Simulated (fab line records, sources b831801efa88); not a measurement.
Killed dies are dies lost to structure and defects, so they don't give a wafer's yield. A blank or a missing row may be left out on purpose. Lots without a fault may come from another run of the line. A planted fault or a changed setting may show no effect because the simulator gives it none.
fab line records | flow gf180mcu
record lots=6 wafers=18 last_day=34
route steps=602 shown TOP_METAL@575 PASSIVATION@587
lots that met no fault: from a run of the same line without faults
start_h: hours from the record's first day to the start of the lot's first wafer shown | wait_h: hours since the lot's step before | " the same as in the row above | L1.1+2: a row that stands for several wafers | - no value, or no start given | * or withheld: withheld | < > ~ a bound
route shown NAME@n: a module of which the file shows steps, and the number in the route of the first | usual: mean/standard deviation of fault-free wafers | same: alike in all rows | chamber/n: place in a boat | sites: the reading at each site | _std_site: their standard deviation | _edge_site: outer sites' mean less inner sites' | radius_mm: how far each site lies from the wafer's centre | mask NAME#n: copy n | behind: the tool/chamber that last shaped the wafer | hold: why the lot was held/for how many hours/how that ended | device: the transistor (n, p or np) that didn't switch | end of line: the same wafers' tests at the end of the route | a step without rows: its recipe alone | killed: dies lost to structure and defects at the first sort, not the wafer's yield | map: a wafer's dies, x killed, . not, _ none there
set.NAME: the setting as run; set.NAME@STEP: as run at that earlier step | model.NAME: the simulator's own value behind a step, which no gauge read
lots at some steps of the route; a table a step, a row a wafer
services: from which hour (start_h, from the record's first day; less than 0 if before it) a tool's chamber was out of use, for how many hours, and why
## steps
# step GF_TOP_METAL_HMDS_08
# recipe prime_time_s=60 prime_temp_c=120
# step GF_TOP_METAL_COAT_09
# recipe resist=NOVOLAK spin_rpm=3000 resist_thk_nm=1500
# step GF_TOP_METAL_SOFTBAKE_10
# recipe temp_c=90 time_s=60 resist=NOVOLAK
# step GF_TOP_METAL_EXPOSE_11
# recipe mask_id=MetalTop target_cd_nm=440 na=0.6 source_shape=conventional sigma_outer=0.6 dose_mj=170
# step GF_TOP_METAL_PEB_12
# recipe temp_c=withheld time_s=* resist=NOVOLAK
# step GF_TOP_METAL_DEVELOP_13
# recipe develop_time_s=60 dev_temp_c=23
# step GF_TOP_METAL_CD_MEAS_14
# recipe target_cd_nm=440
# usual cd_nm=440.9/2.6
# columns lot.wafer tool chamber start_h wait_h cd_nm
L654.2 cd_sem-02 - 694.11 0.1 444.2
L654.3 " - " " 445.7
L654.4 " - " " 444.0
L658.1 cd_sem-02 - 719.43 0.1 443.8
L658.4 " - " " 441.0
L658.5 " - " " 442.2
L659.1 cd_sem-01 - 728.53 0.1 444.1
L659.2 " - " " 444.0
L659.4 " - " " 443.5
L668.2 cd_sem-01 - 779.75 0.1 442.3
L668.5 " - " " 440.6
L668.6 " - " " 442.1
L671.2 cd_sem-02 - 793.80 0.1 441.4
L671.5 " - " " 440.6
L671.6 " - " " 444.3
L672.2 cd_sem-02 - 798.06 0.1 439.7
L672.3 " - " " 441.8
L672.4 " - " " 438.2
# step GF_TOP_METAL_OVL_MEAS_15
# usual TOP_METAL_OVL=-0.9/1.5
# columns lot.wafer tool chamber start_h wait_h TOP_METAL_OVL[nm]
L654.2 overlay-02 - 694.22 0.1 2.9
L654.3 " - " " 2.8
L654.4 " - " " 0.0
L658.1 overlay-02 - 719.55 0.1 -1.1
L658.4 " - " " -0.4
L658.5 " - " " -2.5
L659.1 overlay-01 - 728.65 0.1 1.0
L659.2 " - " " 0.6
L659.4 " - " " 2.2
L668.2 overlay-01 - 779.86 0.1 -1.2
L668.5 " - " " -3.5
L668.6 " - " " -0.6
L671.2 overlay-02 - 793.91 0.1 -1.9
L671.5 " - " " -2.0
L671.6 " - " " -1.8
L672.2 overlay-02 - 798.17 0.1 -0.5
L672.3 " - " " -3.0
L672.4 " - " " -1.5
# step GF_TOP_METAL_METAL_ETCH_16
# recipe chemistry=Cl2/BCl3 mask_material=NOVOLAK target_depth_nm=1077.5 stop_on=SiO2 pressure_mtorr=8 icp_w=800 bias_w=140 Cl2_flow_sccm=80 bcl3_flow_sccm=40 time_s=179.6
# usual drypump_motor_current_A=5.72/0.2 oes_product_au=0.964/0.0074 throttle_valve_pct=28.261/0.011
# columns lot.wafer tool chamber start_h wait_h drypump_motor_current_A oes_product_au rf_hours_counter_h throttle_valve_pct
L654.2 rie_metal-04 1 694.25 0.0 5.82 0.954 13 28.272
L654.3 " 1 " " 5.83 0.956 - 28.259
L654.4 " 0 " " 5.44 0.975 - 28.275
L658.1 rie_metal-01 0 719.59 0.0 5.54 0.965 5 28.256
L658.4 " 1 " " 5.71 0.972 - 28.261
L658.5 " 1 " " 5.70 0.971 - 28.262
L659.1 rie_metal-01 0 728.69 0.0 5.55 0.965 6 28.264
L659.2 " 1 " " 5.71 0.967 4 28.246
L659.4 " 0 " " 5.55 0.976 - 28.254
L668.2 rie_metal-02 1 779.89 0.0 5.67 0.982 6 28.258
L668.5 " 0 " " 6.05 0.973 - 28.246
L668.6 " 1 " " 5.71 0.973 - 28.254
L671.2 rie_metal-01 1 793.94 0.0 5.71 0.969 8 28.276
L671.5 " 0 " " 5.51 0.972 - 28.253
L671.6 " 1 " " 5.69 0.957 - 28.256
L672.2 rie_metal-01 1 798.20 0.0 5.70 0.958 8 28.257
L672.3 " 1 " " 5.70 0.957 - 28.281
L672.4 " 0 " " 5.53 0.957 - 28.275
# step GF_TOP_METAL_STRIP_17
# recipe chemistry=O2/N2 power_w=1400 pressure_mtorr=1500 platen_temp_c=250 o2_flow_sccm=3000 n2_flow_sccm=300 overash_fraction=0.5
# usual drypump_motor_current_A=5.8/0.45 heater_power_w=331/42 oes_product_au=0.710/0.0047 strip_time_to_endpoint_s=13.51/0.096
# columns lot.wafer tool chamber start_h wait_h drypump_motor_current_A heater_power_w oes_product_au rf_hours_counter_h strip_time_to_endpoint_s
L654.2 plasma_asher-03 1 694.42 0.1 6.1 317 0.712 109 13.31
L654.3 " 1 " " 6.1 328 0.712 - 13.28
L654.4 " 0 " " 5.8 252 0.705 - 13.36
L658.1 plasma_asher-01 0 719.76 0.1 5.9 419 0.706 91 13.54
L658.4 " 0 " " 5.9 417 0.703 - 13.55
L658.5 " 1 " " 6.0 316 0.708 - 13.48
L659.1 plasma_asher-01 0 728.86 0.1 5.9 416 0.706 92 13.45
L659.2 " 1 " " 5.9 310 0.700 92 13.57
L659.4 " 1 " " 6.0 306 0.719 - 13.54
L668.2 plasma_asher-03 1 780.06 0.1 6.1 331 0.706 4 13.55
L668.5 " 0 " " 5.7 258 0.714 - 13.51
L668.6 " 1 " " 6.1 328 0.700 - 13.54
L671.2 plasma_asher-04 0 794.11 0.1 6.3 316 0.702 39 13.63
L671.5 " 1 " " 5.0 330 0.711 - 13.57
L671.6 " 0 " " 6.3 325 0.707 - 13.52
L672.2 plasma_asher-01 1 798.37 0.1 5.9 305 0.708 100 13.54
L672.3 " 0 " " 5.9 416 0.716 - 13.60
L672.4 " 1 " " 5.9 313 0.708 - 13.49
# step GF_TOP_METAL_STRIP_18
# recipe chemistry=post_etch_residue_remover time_s=1200 temp_c=72.5
# step GF_TOP_METAL_CLEAN_19
# recipe chemistry=DIW dry=n2_spin
# step GF_PASSIVATION_CVD_00
# recipe material=SiO2 target_thk_nm=1000 precursor=TEOS temp_c=400 time_s=111.95 rf_w=600
# usual heater_power_outer_w=425/72 heater_power_w=741/96 susceptor_temp_C=400.01/0.22
# columns lot.wafer tool chamber start_h wait_h heater_power_outer_w heater_power_w susceptor_temp_C
L654.2 pecvd-04 2 695.30 0.0 470 816 400.42
L654.3 " 1 " " 521 862 399.99
L654.4 " 0 " " 318 627 400.35
L658.1 pecvd-04 0 720.29 0.0 - - -
L658.4 " 0 " " - - -
L658.5 " 1 " " - - -
L659.1 pecvd-01 0 729.41 0.0 - - -
L659.2 " 1 " " - - -
L659.4 " 0 " " - - -
L668.2 pecvd-03 0 780.60 0.0 387 753 400.33
L668.5 " 0 " " 288 597 400.33
L668.6 " 1 " " 351 580 399.82
L671.2 pecvd-04 2 794.67 0.0 363 684 400.12
L671.5 " 0 " " 438 787 400.18
L671.6 " 1 " " 529 895 399.96
L672.2 pecvd-04 0 798.91 0.0 418 767 399.73
L672.3 " 2 " " 421 782 399.83
L672.4 " 1 " " 549 894 399.90
# step GF_PASSIVATION_CVD_02
# recipe material=Si3N4 target_thk_nm=700 time_s=486.18 temp_c=400 rf_w=450
# usual heater_power_outer_w=465/68 heater_power_w=788/98 susceptor_temp_C=399.98/0.23
# columns lot.wafer tool chamber start_h wait_h heater_power_outer_w heater_power_w susceptor_temp_C
L654.2 pecvd-03 0 695.44 0.0 432 800 399.94
L654.3 " 1 " " 397 651 399.82
L654.4 " 1 " " 443 684 399.55
L658.1 pecvd-03 2 720.43 0.1 555 872 400.16
L658.4 " 1 " " 486 752 400.35
L658.5 " 2 " " 429 702 399.91
L659.1 pecvd-03 2 729.55 0.1 560 830 400.06
L659.2 " 1 " " 407 660 399.76
L659.4 " 1 " " 441 686 399.67
L668.2 pecvd-04 1 780.74 0.0 575 953 399.94
L668.5 " 2 " " 495 874 399.84
L668.6 " 0 " " 453 820 400.02
L671.2 pecvd-01 0 794.81 0.0 454 720 400.12
L671.5 " 1 " " 504 901 399.99
L671.6 " 2 " " 412 713 400.55
L672.2 pecvd-03 0 799.04 0.0 394 753 400.25
L672.3 " 1 " " 498 775 399.68
L672.4 " 1 " " 383 639 399.85
# step GF_PASSIVATION_DEHYDRATE_04
# recipe temp_c=200 time_s=60
# step GF_PASSIVATION_HMDS_05
# recipe prime_time_s=60 prime_temp_c=120
# step GF_PASSIVATION_COAT_06
# recipe spin_rpm=2000 resist_thk_nm=4000
# step GF_PASSIVATION_SOFTBAKE_07
# recipe temp_c=110 time_s=withheld
# step GF_PASSIVATION_EXPOSE_08
# recipe mask_id=Pad target_cd_nm=40000 na=0.57 dose_mj=310
# step GF_PASSIVATION_PEB_09
# recipe temp_c=115 time_s=withheld
# step GF_PASSIVATION_DEVELOP_10
# recipe develop_time_s=60 dev_temp_c=22.41
# step GF_PASSIVATION_ETCH_11
# recipe chemistry=CF4/O2 target_depth_nm=1800 stop_on=TiN source_w=800 bias_w=150 pressure_mtorr=150 cf4_flow_sccm=80 O2_flow_sccm=10 time_s=400
# usual drypump_motor_current_A=5.69/0.28 oes_product_au=0.965/0.0073 throttle_valve_pct=5.960/0.0091
# columns lot.wafer tool chamber start_h wait_h drypump_motor_current_A oes_product_au rf_hours_counter_h throttle_valve_pct model.PASSIVATION.feature_depth_nm model.etch.depth_nm
L654.2 rie_diel-01 0 714.13 - 5.68 0.961 22 5.951 1689 1689
L654.3 " 3 " " 5.67 0.963 10 5.955 1687 1687
L654.4 " 2 " " 5.96 0.971 14 5.951 1717 1717
L658.1 rie_diel-03 1 738.02 - 5.64 0.991 7 5.969 1800 1800
L658.4 " 3 " " 5.60 0.993 11 5.966 1800 1800
L658.5 " 1 " " 5.64 0.992 - 5.954 1800 1800
L659.1 rie_diel-01 2 747.17 - 5.94 0.988 16 5.953 1777 1777
L659.2 " 3 " " 5.66 0.991 12 5.974 1796 1796
L659.4 " 1 " " 5.29 0.986 10 5.977 1800 1800
L668.2 rie_diel-03 0 797.00 - 6.11 0.961 17 5.954 1713 1713
L668.5 " 2 " " 6.45 0.959 - 5.961 1711 1711
L668.6 " 3 " " 5.61 0.965 - 5.966 1716 1716
L671.2 rie_diel-04 1 809.45 - 5.66 0.954 17 5.963 1701 1701
L671.5 " 1 " " 5.66 0.975 - 5.956 1716 1716
L671.6 " 0 " " 5.24 0.977 - 5.961 1728 1728
L672.2 rie_diel-04 0 813.53 - 5.23 0.953 28 5.962 1681 1681
L672.3 " 1 " " 5.67 0.964 17 5.947 1684 1684
L672.4 " 3 " " 5.75 0.963 24 5.963 1705 1705
# step GF_PASSIVATION_STRIP_12
# recipe chemistry=O2/N2 power_w=1400 pressure_mtorr=1500 platen_temp_c=250 o2_flow_sccm=3000 n2_flow_sccm=300 overash_fraction=0.5
# usual drypump_motor_current_A=5.88/0.18 heater_power_w=302/42 oes_product_au=0.719/0.0045 strip_time_to_endpoint_s=34.80/0.25
# columns lot.wafer tool chamber start_h wait_h drypump_motor_current_A heater_power_w oes_product_au rf_hours_counter_h strip_time_to_endpoint_s
L654.2 plasma_asher-02 0 714.37 0.1 6.00 272 0.729 60 34.80
L654.3 " 0 " " 5.98 270 0.728 - 34.68
L654.4 " 1 " " 5.59 308 0.712 - 34.50
L658.1 plasma_asher-02 1 738.25 0.1 5.62 307 0.721 62 34.60
L658.4 " 0 " " 5.97 278 0.717 - 34.67
L658.5 " 1 " " 5.62 307 0.714 - 34.59
L659.1 plasma_asher-03 0 747.40 0.1 5.81 257 0.710 0 34.99
L659.2 " 1 " " 6.13 331 0.716 0 34.80
L659.4 " 1 " " 6.11 331 0.725 - 34.73
L668.2 plasma_asher-01 0 797.23 0.1 5.89 420 0.719 100 34.84
L668.5 " 0 " " 5.90 403 0.710 - 34.74
L668.6 " 1 " " 5.94 310 0.715 - 34.73
L671.2 plasma_asher-02 0 809.68 0.1 5.96 272 0.716 69 34.71
L671.5 " 0 " " 6.01 263 0.717 - 34.66
L671.6 " 1 " " 5.62 295 0.723 - 34.59
L672.2 plasma_asher-02 0 813.77 0.1 6.03 274 0.719 69 34.44
L672.3 " 0 " " 6.02 273 0.714 - 34.53
L672.4 " 1 " " 5.61 308 0.717 - 35.22
# step GF_PASSIVATION_ANNEAL_13
# recipe temp_c=400 time_s=1800 ambient=N2/H2 idle_temp_c=300 ramp_up_c_per_min=10 ramp_down_c_per_min=3
# step GF_PASSIVATION_BOW_MEAS_14
# recipe mode=bow
# usual PASSIVATION_BOW=137/12
# columns lot.wafer tool chamber start_h wait_h PASSIVATION_BOW[um]
L654.2 film_metro-02 - 715.99 0.0 103
L654.3 " - " " 104
L654.4 " - " " 117
L658.1 film_metro-02 - 739.85 0.0 95
L658.4 " - " " 98
L658.5 " - " " 94
L659.1 film_metro-04 - 749.00 0.0 92
L659.2 " - " " 100
L659.4 " - " " 102
L668.2 film_metro-02 - 798.85 0.0 128
L668.5 " - " " 134
L668.6 " - " " 125
L671.2 film_metro-01 - 811.30 0.0 141
L671.5 " - " " 141
L671.6 " - " " 138
L672.2 film_metro-04 - 815.39 0.0 152
L672.3 " - " " 143
L672.4 " - " " 134
## services
# columns tool chamber start_h hours kind
rie_diel-03 1 672.29 3.1 repair
pecvd-03 - 674.54 2.8 pm
plasma_asher-01 - 684.37 2.3 repair
pecvd-01 1 688.37 3.8 repair
plasma_asher-04 - 690.18 3.8 repair
rie_diel-01 2 699.62 12.5 repair
pecvd-01 - 713.73 2.8 pm
pecvd-01 - 716.51 0.5 repair
rie_metal-02 1 732.61 9.3 repair
plasma_asher-03 - 733.80 9.0 pm
plasma_asher-03 0 733.80 9.0 vent_cycle
plasma_asher-03 1 733.80 9.0 vent_cycle
rie_metal-02 - 741.86 2.8 pm
plasma_asher-03 0 742.80 - clean
plasma_asher-03 1 742.80 - clean
plasma_asher-01 - 743.55 0.5 repair
plasma_asher-02 - 752.04 0.7 repair
pecvd-04 - 760.55 0.7 repair
plasma_asher-02 - 767.51 7.4 repair
plasma_asher-02 - 768.68 7.1 repair
rie_metal-02 0 771.27 7.8 repair
plasma_asher-03 - 783.82 14.6 pm
pecvd-01 - 785.96 4.3 pm
pecvd-01 1 800.10 11.2 repair
## key
first_sign step=GF_PASSIVATION_CVD_00 reading=tool_record direction=missing
effect step=GF_PASSIVATION_ETCH_11 reading=oes_product_au direction=up sigmas=3.5 usual=0.965 struck=0.990
effect step=GF_PASSIVATION_BOW_MEAS_14 reading=PASSIVATION_BOW direction=down sigmas=3.5 usual=137 struck=97
model_effect step=GF_PASSIVATION_ETCH_11 value=PASSIVATION.feature_depth_nm without=1695 struck=1795
met_at GF_PASSIVATION_CVD_00
struck_wafers L658.1,L658.4,L658.5,L659.1,L659.2,L659.4
later_rows_left_out L658.1,L658.4,L658.5,L659.1,L659.2,L659.4
sort_left_out L658.1,L658.4,L658.5,L659.1,L659.2,L659.4
onset_between 695.30 720.29
fault kind=skipped_step_whole tool=pecvd-01,pecvd-04 chamber=- onset_h=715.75 steps=GF_PASSIVATION_CVD_00 scope=struck_lots_only
# sort_left_out: the simulated sort isn't trusted on such a fault, so these wafers' sort isn't shown, and their yield isn't known
# later_rows_left_out: the simulator's readings of these wafers behind a module that went badly wrong aren't trusted and aren't shown, but for the sort
